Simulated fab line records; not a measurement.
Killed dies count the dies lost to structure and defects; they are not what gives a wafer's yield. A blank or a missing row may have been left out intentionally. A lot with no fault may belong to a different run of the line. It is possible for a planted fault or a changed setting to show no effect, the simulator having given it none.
fab line records	flow sky130
record: lots: 10	wafers: 30	last-day: 51
route steps=708 shown METAL4@629 VIA4@658 PASSIVATION@692 PAD_OPEN@702
lots untouched by any fault: they come from a run of this same line in which no faults occurred
start-h: the number of hours between the record's first day and the start of the first shown wafer of the lot	wait-h: time in hours since the lot's previous step	" same as the row above	L1.1+2: a single row standing in for several wafers	- no value present, or no start provided	* or withheld: withheld	< > ~ a bound
route shown NAME@n: names a module that has steps shown in the file, with the first one's number in the route	usual: mean/standard deviation of fault-free wafers	same: alike in all rows	chamber/n: place in a boat	sites: readings site by site	_std_site: the values' standard deviation	_edge_site: mean of outer sites minus mean of inner sites	radius-mm: for every site, how far away it sits from the centre of the wafer	mask NAME#n: copy n	behind: the most recent tool/chamber to have shaped the wafer	hold: what put the lot on hold/how long, in hours/how the hold closed	device: which transistor (n, p or np) failed to switch	end of line: at the end of the route, the tests of the same wafers	for a step that has no rows: nothing shown but its recipe	killed: at the first sort, the dies lost to defects and structure; wafer yield is something else	map: the dies of a wafer, with x for killed, . for not killed, _ for no die there
set.NAME: the setting that was run; set.NAME@STEP: the one run at that earlier step	model.NAME: the simulator's own value behind a step, which no gauge read
a sample of lots followed through the steps of the route, with each step as a table and each wafer as a row
services: when a tool's chamber went out of use (start-h, in hours from the record's first day, below 0 if earlier), for how many hours, and the reason
== steps ==
step: SKY_METAL4_CD_MEAS_13
recipe: target-cd-nm: 300
usual: cd-nm: 299.9/1.6
lot.wafer	tool	chamber	start-h	wait-h	cd-nm
L958.1	cd-sem-01	-	1008.40	-	297.0
L958.4	"	-	"	"	297.8
L958.5	"	-	"	"	298.1
L959.1	cd-sem-02	-	1011.31	-	299.8
L959.4	"	-	"	"	299.1
L959.6	"	-	"	"	300.6
L961.1	cd-sem-01	-	1021.54	-	296.9
L961.2	"	-	"	"	297.2
L961.3	"	-	"	"	296.0
L962.1	cd-sem-02	-	1036.31	-	301.5
L962.2	"	-	"	"	301.8
L962.6	"	-	"	"	300.4
L963.2	cd-sem-02	-	1039.82	-	297.9
L963.5	"	-	"	"	297.3
L963.6	"	-	"	"	297.6
L966.2	cd-sem-02	-	1054.28	-	301.0
L966.4	"	-	"	"	300.6
L966.6	"	-	"	"	301.7
L967.2	cd-sem-02	-	1061.28	-	297.4
L967.3	"	-	"	"	299.8
L967.6	"	-	"	"	300.5
L972.3	cd-sem-01	-	1100.24	-	301.6
L972.5	"	-	"	"	300.7
L972.6	"	-	"	"	300.1
L978.1	cd-sem-01	-	1133.19	-	300.7
L978.2	"	-	"	"	300.9
L978.5	"	-	"	"	300.6
L976.1	cd-sem-01	-	1136.65	-	301.6
L976.3	"	-	"	"	301.1
L976.4	"	-	"	"	300.4
step: SKY_VIA4_RS_MEAS_19
recipe: thk-meas-gauge: four-point-probe	reads: W_of_VIA4_CVD_18+TiN_of_VIA4_SPUTTER_17
usual: VIA4_W_RS: 0.225/0.0032
lot.wafer	tool	chamber	start-h	wait-h	VIA4_W_RS[ohm/sq]
L958.1	film-metro-01	-	1034.77	0.3	0.226
L958.4	"	-	"	"	0.229
L958.5	"	-	"	"	0.225
L959.1	film-metro-01	-	1037.01	0.3	0.228
L959.4	"	-	"	"	0.231
L959.6	"	-	"	"	0.230
L961.1	film-metro-03	-	1047.10	0.1	0.226
L961.2	"	-	"	"	0.221
L961.3	"	-	"	"	0.227
L962.1	film-metro-01	-	1061.03	0.1	0.219
L962.2	"	-	"	"	0.225
L962.6	"	-	"	"	0.220
L963.2	film-metro-01	-	1065.36	0.1	0.227
L963.5	"	-	"	"	0.228
L963.6	"	-	"	"	0.221
L966.2	film-metro-02	-	1079.32	0.1	0.230
L966.4	"	-	"	"	0.227
L966.6	"	-	"	"	0.229
L967.2	film-metro-01	-	1085.51	0.1	0.228
L967.3	"	-	"	"	0.231
L967.6	"	-	"	"	0.222
L972.3	film-metro-01	-	1123.24	0.1	0.222
L972.5	"	-	"	"	0.225
L972.6	"	-	"	"	0.220
L978.1	film-metro-01	-	1154.22	0.1	0.227
L978.2	"	-	"	"	0.221
L978.5	"	-	"	"	0.226
L976.1	film-metro-03	-	1157.10	0.1	0.223
L976.3	"	-	"	"	0.223
L976.4	"	-	"	"	0.229
step: SKY_PASSIVATION_ETCH_11
recipe: chemistry: CF4/O2	target-depth-nm: 725	stop-on: AlCu	source-w: 800	bias-w: 150	pressure-mtorr: 150	cf4-flow-sccm: 80	O2_flow_sccm: 10	time-s: 161.1
usual: bias-w: 149.9/0.47	drypump-motor-current-A: 5.5/0.39	oes-product-au: 0.976/0.0074	run-length-s: 189.5/0.4	throttle-valve-pct: 5.964/0.0092
lot.wafer	tool	chamber	start-h	wait-h	bias-w	drypump-motor-current-A	oes-product-au	rf-hours-counter-h	run-length-s	throttle-valve-pct
L958.1	rie-diel-02	3	1081.15	-	149.4	5.8	0.964	2	189.1	5.965
L958.4	"	0	"	"	149.6	5.3	0.978	14	189.6	5.963
L958.5	"	0	"	"	149.9	5.3	0.975	-	190.0	5.965
L959.1	rie-diel-04	1	1083.41	-	150.3	5.3	0.976	14	189.1	5.955
L959.4	"	0	"	"	149.6	5.7	0.976	7	189.3	5.968
L959.6	"	2	"	"	149.1	5.7	0.976	-	190.0	5.983
L961.1	rie-diel-02	1	1095.43	-	150.4	5.5	0.977	21	190.1	5.967
L961.2	"	0	"	"	150.1	5.3	0.972	14	189.6	5.965
L961.3	"	2	"	"	149.8	4.9	0.976	23	189.4	5.977
L962.1	rie-diel-04	0	1105.83	-	149.1	5.7	0.981	8	190.0	5.962
L962.2	"	2	"	"	149.3	5.7	0.984	10	190.0	5.956
L962.6	"	2	"	"	150.5	5.7	0.989	-	189.5	5.959
L963.2	rie-diel-01	3	1109.53	-	149.8	5.6	0.964	9	190.1	5.976
L963.5	"	0	"	"	150.6	6.0	0.978	-	189.4	5.949
L963.6	"	3	"	"	149.7	5.5	0.976	-	189.9	5.968
L966.2	rie-diel-02	3	1123.83	-	149.5	5.8	0.867	3	223.4	5.925
L966.4	"	0	"	"	150.0	5.3	0.870	16	223.6	5.955
L966.6	"	0	"	"	149.8	5.3	0.877	-	223.9	5.947
L967.2	rie-diel-02	0	1128.90	-	149.9	5.3	0.871	16	223.4	5.938
L967.3	"	2	"	"	150.3	4.9	0.873	24	223.1	5.934
L967.6	"	1	"	"	150.1	5.5	0.887	-	223.6	5.931
L972.3	rie-diel-01	0	1163.11	-	150.4	6.0	0.979	21	189.9	5.935
L972.5	"	0	"	"	149.8	6.0	0.972	-	189.4	5.957
L972.6	"	1	"	"	149.9	5.1	0.985	-	189.9	5.991
L978.1	rie-diel-01	0	1190.97	-	149.7	6.0	0.968	21	189.4	5.955
L978.2	"	3	"	"	149.7	5.6	0.984	11	189.9	5.960
L978.5	"	2	"	"	150.1	6.4	0.984	-	190.0	5.961
L976.1	rie-diel-04	0	1193.13	-	148.9	5.7	0.977	11	189.9	5.949
L976.3	"	2	"	"	150.9	5.7	0.980	13	189.6	5.949
L976.4	"	1	"	"	149.6	5.3	0.975	18	188.9	5.959
step: SKY_PASSIVATION_STRIP_12
recipe: chemistry: O2/N2	power-w: 1400	pressure-mtorr: 1500	platen-temp-c: withheld	overash-fraction: 0.7	o2-flow-sccm: 3000	n2-flow-sccm: 300
usual: drypump-motor-current-A: 5.9/0.49	oes-product-au: 0.661/0.0047	strip-time-to-endpoint-s: 31.48/0.13
lot.wafer	tool	chamber	start-h	wait-h	drypump-motor-current-A	oes-product-au	rf-hours-counter-h	strip-time-to-endpoint-s
L958.1	plasma-asher-04	0	1081.25	0.1	5.5	0.658	34	31.27
L958.4	"	0	"	"	5.5	0.662	-	31.31
L958.5	"	0	"	"	5.5	0.658	-	31.37
L959.1	plasma-asher-02	0	1083.52	0.1	5.4	0.649	63	31.61
L959.4	"	0	"	"	5.4	0.654	-	31.57
L959.6	"	1	"	"	5.4	0.663	-	31.37
L961.1	plasma-asher-01	0	1095.53	0.1	6.4	0.661	101	31.68
L961.2	"	1	"	"	6.4	0.655	101	31.71
L961.3	"	0	"	"	6.4	0.666	-	31.72
L962.1	plasma-asher-02	0	1105.93	0.1	5.5	0.662	65	31.40
L962.2	"	1	"	"	5.4	0.662	65	31.39
L962.6	"	1	"	"	5.4	0.668	-	31.23
L963.2	plasma-asher-01	0	1109.63	0.1	6.4	0.653	103	31.48
L963.5	"	0	"	"	6.4	0.663	-	31.40
L963.6	"	1	"	"	6.5	0.660	-	31.42
L966.2	plasma-asher-01	0	1123.93	0.1	6.4	0.658	105	30.15
L966.4	"	1	"	"	6.5	0.656	-	30.31
L966.6	"	0	"	"	6.4	0.666	-	30.28
L967.2	plasma-asher-04	1	1129.00	0.1	5.6	0.655	39	30.19
L967.3	"	0	"	"	5.5	0.658	-	30.48
L967.6	"	1	"	"	5.6	0.661	-	30.32
L972.3	plasma-asher-01	0	1163.25	0.1	6.4	0.656	-	31.40
L972.5	"	0	"	"	6.4	0.663	-	31.57
L972.6	"	1	"	"	6.5	0.666	-	31.60
L978.1	plasma-asher-02	0	1191.07	0.1	5.4	0.665	73	31.36
L978.2	"	1	"	"	5.4	0.666	73	31.41
L978.5	"	0	"	"	5.4	0.656	-	31.53
L976.1	plasma-asher-01	0	1193.23	0.1	6.4	0.659	111	31.52
L976.3	"	1	"	"	6.5	0.669	-	31.44
L976.4	"	0	"	"	6.4	0.661	-	31.59
step: SKY_PAD_OPEN_STRIP_08
recipe: chemistry: O2/N2	power-w: 1400	pressure-mtorr: 1500	platen-temp-c: withheld	overash-fraction: 0.7	o2-flow-sccm: 3000	n2-flow-sccm: 300
usual: drypump-motor-current-A: 5.9/0.47	oes-product-au: 0.663/0.0045	strip-time-to-endpoint-s: 37.05/0.085
lot.wafer	tool	chamber	start-h	wait-h	drypump-motor-current-A	oes-product-au	rf-hours-counter-h	strip-time-to-endpoint-s
L958.1	plasma-asher-04	0	1102.22	0.1	5.5	0.662	36	37.01
L958.4	"	0	"	"	5.5	0.657	-	37.04
L958.5	"	0	"	"	5.6	0.665	-	37.09
L959.1	plasma-asher-03	1	1105.75	0.1	6.4	0.651	2	37.01
L959.4	"	0	"	"	5.4	0.669	-	37.00
L959.6	"	1	"	"	6.4	0.664	-	36.87
L961.1	plasma-asher-03	0	1116.50	0.1	5.4	0.661	3	37.02
L961.2	"	1	"	"	6.4	0.675	3	36.96
L961.3	"	1	"	"	6.4	0.667	-	37.01
L962.1	plasma-asher-03	1	1127.05	0.1	6.4	0.660	4	36.92
L962.2	"	0	"	"	5.3	0.668	4	37.04
L962.6	"	1	"	"	6.4	0.661	-	37.00
L963.2	plasma-asher-04	0	1130.15	0.1	5.5	0.665	39	37.01
L963.5	"	1	"	"	5.6	0.672	-	37.14
L963.6	"	0	"	"	5.5	0.658	-	36.90
L966.2	plasma-asher-03	0	1143.85	0.1	5.4	0.662	6	36.96
L966.4	"	1	"	"	6.4	0.660	-	37.08
L966.6	"	1	"	"	6.4	0.669	-	36.98
L967.2	plasma-asher-01	1	1148.42	0.1	6.5	0.656	107	37.08
L967.3	"	0	"	"	6.4	0.668	-	36.95
L967.6	"	1	"	"	6.5	0.658	-	36.90
L972.3	plasma-asher-04	1	1180.95	0.1	5.6	0.659	-	37.22
L972.5	"	0	"	"	5.5	0.661	-	37.16
L972.6	"	1	"	"	5.6	0.664	-	37.25
L978.1	plasma-asher-03	1	1207.10	0.1	6.4	0.666	12	37.06
L978.2	"	0	"	"	5.3	0.668	12	37.06
L978.5	"	1	"	"	6.4	0.659	-	37.01
L976.1	plasma-asher-04	0	1209.62	0.1	5.6	0.662	47	37.07
L976.3	"	0	"	"	5.5	0.670	-	37.20
L976.4	"	1	"	"	5.6	0.667	-	37.10
step: SKY_PAD_OPEN_PROBE_99
usual: defect-limited-yield: 82.4/1.8	killed_at_M0_to_M3: 43/6.6	killed_at_M4_up: 3.1/1.9	killed-at-contacts: 24/5.2	killed-at-front-end: 16/4.5	killed-at-other: 0.4/0.62	killed-dies: 87/9	killed-on-rim: 17/3.7	killed-open: 48/7	killed-short: 39/6.2	sort_bin_3_pad_short: 0.9/0.44	sort_bin_5_function: 10.3/1.3	sort_bin_6_memory: 6.5/1.1	sort-n-pass: 405/9	sort-yield-pct: 82.4/1.8
same: gross-dies: 492	killed-at-back-side: 0	sort_bin_4_leakage[%]: 0	sort_bin_8_speed[%]: 0
lot.wafer	tool	chamber	start-h	wait-h	defect-limited-yield[%]	killed_at_M0_to_M3	killed_at_M4_up	killed-at-contacts	killed-at-front-end	killed-at-other	killed-dies	killed-on-rim	killed-open	killed-short	sort_bin_3_pad_short[%]	sort_bin_5_function[%]	sort_bin_6_memory[%]	sort-n-pass	sort-yield-pct[%]
L958.1	prober-01	-	1104.79	0.1	80.9	50	7	16	20	1	94	18	50	44	1.6	11.0	6.5	398	80.9
L958.4	prober-01	-	1104.94	0.2	84.3	42	3	18	14	0	77	18	49	28	0	8.9	6.7	415	84.3
L958.5	prober-01	-	1104.99	0.2	82.9	53	1	19	10	1	84	17	62	21	0.2	11.0	5.9	408	82.9
L959.1	prober-02	-	1108.02	0.1	80.7	42	6	31	16	0	95	19	55	40	1.0	10.8	7.5	397	80.7
L959.4	prober-02	-	1108.17	0.2	85.0	41	0	22	11	0	74	13	39	35	0.6	9.6	4.9	418	85.0
L959.6	prober-02	-	1108.27	0.2	84.3	46	3	14	13	1	77	8	46	31	1.0	9.8	4.9	415	84.3
L961.1	prober-01	-	1118.81	0.1	83.3	38	6	24	14	0	82	17	40	42	1.6	8.7	6.3	410	83.3
L961.2	prober-01	-	1118.86	0.1	83.5	43	2	27	9	0	81	16	50	31	1.0	8.5	6.9	411	83.5
L961.3	prober-01	-	1118.91	0.2	78.3	55	2	25	25	0	107	21	58	49	1.0	13.6	7.1	385	78.3
L962.1	prober-01	-	1129.34	0.1	78.5	53	2	28	23	0	106	19	66	39	0.4	13.2	7.9	386	78.5
L962.2	prober-01	-	1129.39	0.1	81.1	46	4	26	17	0	93	14	55	38	1.0	11.6	6.3	399	81.1
L962.6	prober-01	-	1129.59	0.2	85.0	36	1	22	14	1	74	17	36	37	1.0	8.5	5.5	418	85.0
L963.2	prober-02	-	1132.52	0.1	83.1	38	2	24	19	0	83	16	44	37	0.6	11.0	5.3	409	83.1
L963.5	prober-02	-	1132.67	0.2	81.9	31	3	29	25	1	89	19	52	36	0.8	11.4	5.9	403	81.9
L963.6	prober-02	-	1132.72	0.2	82.1	42	2	31	13	0	88	19	45	42	0.4	11.8	5.7	404	82.1
L966.2	prober-02	-	1146.57	0.1	85.0	36	3	19	16	0	74	13	36	38	0.6	8.1	6.3	418	85.0
L966.4	prober-02	-	1146.67	0.2	82.7	38	9	22	16	0	85	16	47	38	1.0	10.8	5.5	407	82.7
L966.6	prober-02	-	1146.77	0.2	84.1	40	2	21	15	0	78	19	54	24	0.2	10.2	5.5	414	84.1
L967.2	prober-01	-	1150.70	0.1	84.3	33	4	23	17	0	77	19	38	39	0.6	8.3	6.7	415	84.3
L967.3	prober-01	-	1150.75	0.2	84.3	36	4	24	13	0	77	19	45	32	0.4	8.9	6.3	415	84.3
L967.6	prober-01	-	1150.90	0.2	80.9	44	9	32	9	0	94	18	51	43	1.4	11.2	6.5	398	80.9
L972.3	prober-02	-	1183.27	0.2	81.9	44	3	28	14	0	89	20	50	39	1.4	10.0	6.7	403	81.9
L972.5	prober-02	-	1183.37	0.2	80.5	51	6	22	17	0	96	19	51	45	0.4	11.8	7.3	396	80.5
L972.6	prober-02	-	1183.42	0.2	80.5	48	4	26	18	0	96	17	52	44	0.8	10.4	8.3	396	80.5
L978.1	prober-02	-	1209.36	0.1	81.5	47	1	23	19	1	91	16	56	35	1.0	12.2	5.3	401	81.5
L978.2	prober-02	-	1209.41	0.1	81.3	37	4	24	26	1	92	18	56	36	0.4	10.0	8.3	400	81.3
L978.5	prober-02	-	1209.56	0.2	84.1	38	0	24	16	0	78	12	45	33	0.6	8.5	6.7	414	84.1
L976.1	prober-02	-	1213.16	0.1	81.5	51	1	25	14	0	91	23	42	49	0	11.0	7.5	401	81.5
L976.3	prober-02	-	1213.26	0.2	80.9	58	2	20	14	0	94	18	54	40	0.6	11.2	7.3	398	80.9
L976.4	prober-02	-	1213.31	0.2	80.9	47	2	23	22	0	94	14	50	44	1.6	10.0	7.5	398	80.9
killed by level:class
L958.1 VIA1:geometric-particle:open=11 VIA1:geometric-particle:short=8 CONTACT:geometric-particle:open=7 VIA3:geometric-particle:open=7 LI_CONTACT:geometric-particle:open=5 METAL2:geometric-particle:short=5 METAL4:geometric-particle:short=5 POLY_GATE:geometric-particle:open=4
L958.4 CONTACT:geometric-particle:open=12 VIA1:geometric-particle:open=10 VIA2:geometric-particle:open=8 VIA3:geometric-particle:open=7 FIELD_ISO:geometric-particle:short=5 VIA1:geometric-particle:short=4 METAL2:geometric-particle:short=4 POLY_CUT:geometric-particle:open=3
L958.5 VIA1:geometric-particle:open=18 VIA3:geometric-particle:open=11 CONTACT:geometric-particle:open=9 VIA2:geometric-particle:open=8 METAL2:geometric-particle:short=7 LI_CONTACT:geometric-particle:open=6 FIELD_ISO:geometric-particle:open=5 VIA1:geometric-particle:short=3
L959.1 CONTACT:geometric-particle:open=12 VIA3:geometric-particle:open=12 VIA1:geometric-particle:open=8 LI_CONTACT:geometric-particle:open=7 CONTACT:geometric-particle:short=6 POLY_GATE:geometric-particle:open=6 METAL2:geometric-particle:short=6 METAL4:geometric-particle:short=6
L959.4 VIA2:geometric-particle:open=9 VIA1:geometric-particle:short=8 VIA3:geometric-particle:open=6 CONTACT:geometric-particle:open=6 CONTACT:geometric-particle:short=6 VIA1:geometric-particle:open=6 LI_CONTACT:geometric-particle:open=5 LOCAL_INTERCONNECT:geometric-particle:short=4
L959.6 VIA1:geometric-particle:open=12 VIA2:geometric-particle:open=9 METAL1:geometric-particle:short=7 CONTACT:geometric-particle:open=6 VIA3:geometric-particle:short=5 VIA3:geometric-particle:open=4 VIA1:geometric-particle:short=4 FIELD_ISO:geometric-particle:open=3
L961.1 CONTACT:geometric-particle:open=12 VIA1:geometric-particle:open=9 FIELD_ISO:geometric-particle:short=8 LOCAL_INTERCONNECT:geometric-particle:short=5 VIA3:geometric-particle:open=5 VIA1:geometric-particle:short=4 METAL1:geometric-particle:short=4 METAL2:geometric-particle:short=4
L961.2 VIA1:geometric-particle:open=12 CONTACT:geometric-particle:open=9 LI_CONTACT:geometric-particle:open=8 CONTACT:geometric-particle:short=7 METAL1:geometric-particle:short=7 VIA3:geometric-particle:open=6 METAL2:geometric-particle:short=5 VIA2:geometric-particle:open=5
L961.3 VIA1:geometric-particle:open=13 CONTACT:geometric-particle:open=11 VIA1:geometric-particle:short=9 POLY_GATE:geometric-particle:open=7 POLY_GATE:geometric-particle:short=6 VIA3:geometric-particle:open=6 FIELD_ISO:geometric-particle:open=5 METAL2:geometric-particle:short=5
L962.1 VIA1:geometric-particle:open=15 VIA3:geometric-particle:open=10 LI_CONTACT:geometric-particle:open=9 VIA2:geometric-particle:open=8 FIELD_ISO:geometric-particle:short=7 CONTACT:geometric-particle:short=7 CONTACT:geometric-particle:open=7 POLY_GATE:geometric-particle:open=5
L962.2 VIA1:geometric-particle:open=13 VIA2:geometric-particle:open=10 CONTACT:geometric-particle:short=8 POLY_GATE:geometric-particle:open=7 METAL1:geometric-particle:short=7 CONTACT:geometric-particle:open=7 LOCAL_INTERCONNECT:geometric-particle:short=6 FIELD_ISO:geometric-particle:open=4
L962.6 CONTACT:geometric-particle:open=8 METAL1:geometric-particle:short=7 FIELD_ISO:geometric-particle:open=6 METAL2:geometric-particle:short=6 LOCAL_INTERCONNECT:geometric-particle:short=5 METAL3:geometric-particle:short=5 VIA1:geometric-particle:short=5 VIA1:geometric-particle:open=5
L963.2 CONTACT:geometric-particle:open=10 METAL2:geometric-particle:short=8 VIA3:geometric-particle:open=8 VIA1:geometric-particle:open=7 LI_CONTACT:geometric-particle:open=5 METAL1:geometric-particle:short=4 POLY_GATE:geometric-particle:open=4 VIA1:geometric-particle:short=4
L963.5 LI_CONTACT:geometric-particle:open=10 VIA1:geometric-particle:open=9 CONTACT:geometric-particle:open=9 FIELD_ISO:geometric-particle:open=5 FIELD_ISO:geometric-particle:short=5 POLY_GATE:geometric-particle:short=5 VIA2:geometric-particle:open=5 CONTACT:geometric-particle:short=4
L963.6 CONTACT:geometric-particle:open=14 VIA1:geometric-particle:open=8 VIA2:geometric-particle:open=7 LI_CONTACT:geometric-particle:short=6 CONTACT:geometric-particle:short=6 METAL1:geometric-particle:short=5 FIELD_ISO:geometric-particle:short=4 LI_CONTACT:geometric-particle:open=4
L966.2 CONTACT:geometric-particle:open=9 VIA1:geometric-particle:open=9 VIA1:geometric-particle:short=6 POLY_GATE:geometric-particle:short=5 POLY_GATE:geometric-particle:open=4 VIA2:geometric-particle:open=4 METAL1:geometric-particle:short=4 METAL2:geometric-particle:short=4
L966.4 CONTACT:geometric-particle:open=12 VIA1:geometric-particle:open=9 VIA2:geometric-particle:open=7 METAL4:geometric-particle:short=6 FIELD_ISO:geometric-particle:short=5 VIA3:geometric-particle:open=5 FIELD_ISO:geometric-particle:open=4 LOCAL_INTERCONNECT:geometric-particle:short=4
L966.6 CONTACT:geometric-particle:open=11 VIA3:geometric-particle:open=10 VIA2:geometric-particle:open=8 VIA1:geometric-particle:open=7 FIELD_ISO:geometric-particle:open=5 POLY_GATE:geometric-particle:open=5 CONTACT:geometric-particle:short=5 METAL2:geometric-particle:short=5
L967.2 VIA1:geometric-particle:open=9 POLY_GATE:geometric-particle:short=8 CONTACT:geometric-particle:open=8 LI_CONTACT:geometric-particle:open=6 METAL2:geometric-particle:short=6 METAL1:geometric-particle:short=4 VIA1:geometric-particle:short=4 VIA2:geometric-particle:open=4
L967.3 VIA1:geometric-particle:open=11 CONTACT:geometric-particle:open=8 LI_CONTACT:geometric-particle:open=7 LOCAL_INTERCONNECT:geometric-particle:short=5 METAL2:geometric-particle:short=5 VIA2:geometric-particle:open=5 POLY_GATE:geometric-particle:open=4 CONTACT:geometric-particle:short=4
L967.6 CONTACT:geometric-particle:open=9 VIA1:geometric-particle:open=9 VIA2:geometric-particle:open=9 LOCAL_INTERCONNECT:geometric-particle:short=8 VIA1:geometric-particle:short=8 METAL4:geometric-particle:short=8 LI_CONTACT:geometric-particle:open=7 FIELD_ISO:geometric-particle:open=5
L972.3 VIA1:geometric-particle:open=10 CONTACT:geometric-particle:open=8 VIA3:geometric-particle:open=7 CONTACT:geometric-particle:short=7 LI_CONTACT:geometric-particle:open=6 VIA2:geometric-particle:open=6 FIELD_ISO:geometric-particle:short=5 METAL1:geometric-particle:short=5
L972.5 METAL2:geometric-particle:short=13 VIA1:geometric-particle:open=12 CONTACT:geometric-particle:open=11 VIA3:geometric-particle:open=10 POLY_GATE:geometric-particle:short=8 POLY_GATE:geometric-particle:open=5 LI_CONTACT:geometric-particle:open=4 METAL1:geometric-particle:short=4
L972.6 VIA1:geometric-particle:open=11 VIA1:geometric-particle:short=8 VIA2:geometric-particle:open=8 FIELD_ISO:geometric-particle:short=7 CONTACT:geometric-particle:open=7 LOCAL_INTERCONNECT:geometric-particle:short=6 LI_CONTACT:geometric-particle:open=6 METAL1:geometric-particle:short=6
L978.1 VIA1:geometric-particle:open=13 VIA3:geometric-particle:open=9 LI_CONTACT:geometric-particle:open=7 CONTACT:geometric-particle:open=7 METAL1:geometric-particle:short=6 VIA1:geometric-particle:short=6 POLY_GATE:geometric-particle:open=5 POLY_GATE:geometric-particle:short=5
L978.2 VIA1:geometric-particle:open=18 CONTACT:geometric-particle:open=9 FIELD_ISO:geometric-particle:open=8 FIELD_ISO:geometric-particle:short=6 LI_CONTACT:geometric-particle:open=6 POLY_GATE:geometric-particle:open=5 VIA1:geometric-particle:short=5 CONTACT:geometric-particle:short=4
L978.5 CONTACT:geometric-particle:open=10 VIA1:geometric-particle:open=9 CONTACT:geometric-particle:short=7 LI_CONTACT:geometric-particle:open=6 POLY_GATE:geometric-particle:open=5 FIELD_ISO:geometric-particle:open=4 METAL1:geometric-particle:short=4 VIA1:geometric-particle:short=4
L976.1 VIA1:geometric-particle:open=12 VIA3:geometric-particle:open=9 LI_CONTACT:geometric-particle:open=8 METAL2:geometric-particle:short=7 VIA3:geometric-particle:short=7 LOCAL_INTERCONNECT:geometric-particle:short=6 FIELD_ISO:geometric-particle:short=5 LI_CONTACT:geometric-particle:short=5
L976.3 VIA1:geometric-particle:open=14 VIA3:geometric-particle:open=12 LI_CONTACT:geometric-particle:open=9 VIA1:geometric-particle:short=8 FIELD_ISO:geometric-particle:short=6 VIA3:geometric-particle:short=6 VIA2:geometric-particle:open=5 CONTACT:geometric-particle:open=4
L976.4 CONTACT:geometric-particle:open=9 VIA1:geometric-particle:short=8 VIA2:geometric-particle:open=7 FIELD_ISO:geometric-particle:short=7 VIA1:geometric-particle:open=7 FIELD_ISO:geometric-particle:open=6 METAL2:geometric-particle:short=6 VIA3:geometric-particle:open=6
== services ==
tool	chamber	start-h	hours	kind
rie-diel-04	2	1058.72	13.5	repair
rie-diel-04	3	1064.12	3.3	repair
plasma-asher-03	0	1064.25	-	clean
plasma-asher-03	1	1064.25	-	clean
plasma-asher-03	-	1076.97	12.3	repair
rie-diel-02	3	1089.13	14.8	repair
rie-diel-01	-	1093.38	2.8	pm
plasma-asher-03	-	1095.47	7.5	repair
rie-diel-04	3	1097.11	21.6	repair
rie-diel-04	-	1103.98	0.4	repair
plasma-asher-02	-	1107.26	5.1	repair
rie-diel-02	0	1117.77	1.5	repair
plasma-asher-01	-	1159.29	2.1	repair
== key ==
first-sign: step: SKY_PASSIVATION_ETCH_11	reading: run-length-s	direction: up	sigmas: 84	usual: *	struck: *
effect: step: SKY_PASSIVATION_ETCH_11	reading: oes-product-au	direction: down	sigmas: 14	usual: 0.976	struck: 0.874
effect: step: SKY_PASSIVATION_STRIP_12	reading: strip-time-to-endpoint-s	direction: down	sigmas: 9.2	usual: *	struck: *
met-at SKY_PASSIVATION_ETCH_11
struck-lots L966,L967
not-acting-at SKY_METAL4_CD_MEAS_13,SKY_VIA4_RS_MEAS_19,SKY_PAD_OPEN_STRIP_08
onset-between 1095.43 1123.83
fault: kind: process-parameter-drift	tool: rie-diel-02	chamber: -	onset-h: 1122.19	steps: SKY_PASSIVATION_ETCH_11	channel: time-s	offset: *	shape: step	end-h: 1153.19	acts-in: *	stated: *
